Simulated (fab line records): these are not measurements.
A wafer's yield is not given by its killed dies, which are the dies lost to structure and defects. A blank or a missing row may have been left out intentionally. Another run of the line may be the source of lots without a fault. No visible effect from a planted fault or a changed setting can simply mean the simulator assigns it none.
2 desks, one fault | flow gf180mcu | only its own numbers are on each desk; what lay behind them is given at the end

## FOR THE TOOL OWNER'S DESK: implanter-02
GF_LVPWELL_IMPLANT_09, tool's own readings: per-lot mean of the sampled wafers with a number, covering each lot this tool ran. A lot is out of limits, marked OUT, if its mean lies more than 4 standard deviations from the usual mean; the brackets give that distance.
Columns: A = dose_ions_cm2 at GF_LVPWELL_IMPLANT_09, usual 4.999e+12; B = faraday_current_uA at GF_LVPWELL_IMPLANT_09, usual 28.2
lot  | first seen here | A                           | B
L553 | day 6 00:01     | 3.172e+12 (-99 or more) OUT | 18.1 (-18) OUT
L554 | day 6 05:02     | 3.178e+12 (-99 or more) OUT | 17.6 (-19) OUT
L566 | day 8 22:29     | 4.996e+12                   | 27.9
L567 | day 9 11:01     | 4.999e+12                   | 28.5
This desk's verdict: out of limits on L553, L554, starting with L553 at day 6 00:01 (dose_ions_cm2 at GF_LVPWELL_IMPLANT_09). L566, L567 stayed within limits.

## FROM THE METROLOGY DESK
Lot by lot, what the gauges showed, no matter which tool ran the lot: averages of those sampled wafers that carry a number. A lot is out of limits, marked OUT, if its mean lies more than 4 standard deviations from the usual mean; the brackets give that distance.
Columns: A = LVPWELL_RS at GF_VT_IMPLANT_RS_MEAS_48, usual 1197 ohm/sq; B = DUAL_GATE_OXIDATION_00_THK at GF_DUAL_GATE_THK_MEAS_03, usual 10.89 nm; C = cd_nm at GF_V1_CD_MEAS_14, usual 259.9 nm; D = V2_CVD_00_THK at GF_V2_THK_MEAS_01, usual 600 nm
lot  | first seen here | A              | B     | C     | D
L544 | day 7 11:07     | 1197           | 11.11 | 258.7 | 602
L545 | day 7 21:23     | 1198           | 10.87 | 257.5 | 610
L546 | day 8 06:16     | 1196           | 10.93 | 261.4 | 597
L547 | day 8 07:08     | 1196           | 10.86 | 261.3 | 592
L548 | day 8 13:10     | 1200           | 11.14 | 260.0 | 602
L553 | day 9 23:30     | 1286 (+30) OUT | 10.74 | 260.8 | 602
L554 | day 10 05:35    | 1288 (+30) OUT | 10.54 | 259.2 | 599
L560 | day 11 22:23    | 1197           | 10.77 | 259.4 | 598
L561 | day 12 03:35    | 1194           | 11.14 | 259.8 | 595
L563 | day 12 17:22    | 1195           | 10.66 | 260.2 | 596
L564 | day 12 21:52    | 1192           | 10.78 | 261.6 | 601
L565 | day 13 05:29    | 1194           | 10.90 | 260.7 | 600
L566 | day 13 12:42    | 1199           | 10.99 | 261.0 | 601
L567 | day 14 04:52    | 1198           | 11.14 | 259.2 | 603
Finding of this desk: L553, L554 out of limits, first seen on L553 at day 9 23:30 (LVPWELL_RS at GF_VT_IMPLANT_RS_MEAS_48). L544, L545, L546, L547, L548, L560, L561, L563, L564, L565, L566, L567 stayed within limits.

## BROUGHT TOGETHER
The tool owner's desk had the chance to raise an alarm at day 6 00:01 on L553, L554.
The metrology desk could have raised an alarm at day 9 23:30, on L553, L554.
Every lot named ran GF_LVPWELL_IMPLANT_09 on implanter-02.

## WHAT WAS PUT IN BY THE SIMULATOR
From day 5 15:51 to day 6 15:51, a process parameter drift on implanter-02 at GF_LVPWELL_IMPLANT_09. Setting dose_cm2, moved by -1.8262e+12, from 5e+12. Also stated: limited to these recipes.
Shown lots that were struck: L553, L554.
Time in hours from fault onset to the first out-of-limits reading at each desk: tool owner's desk 8, metrology desk 104.
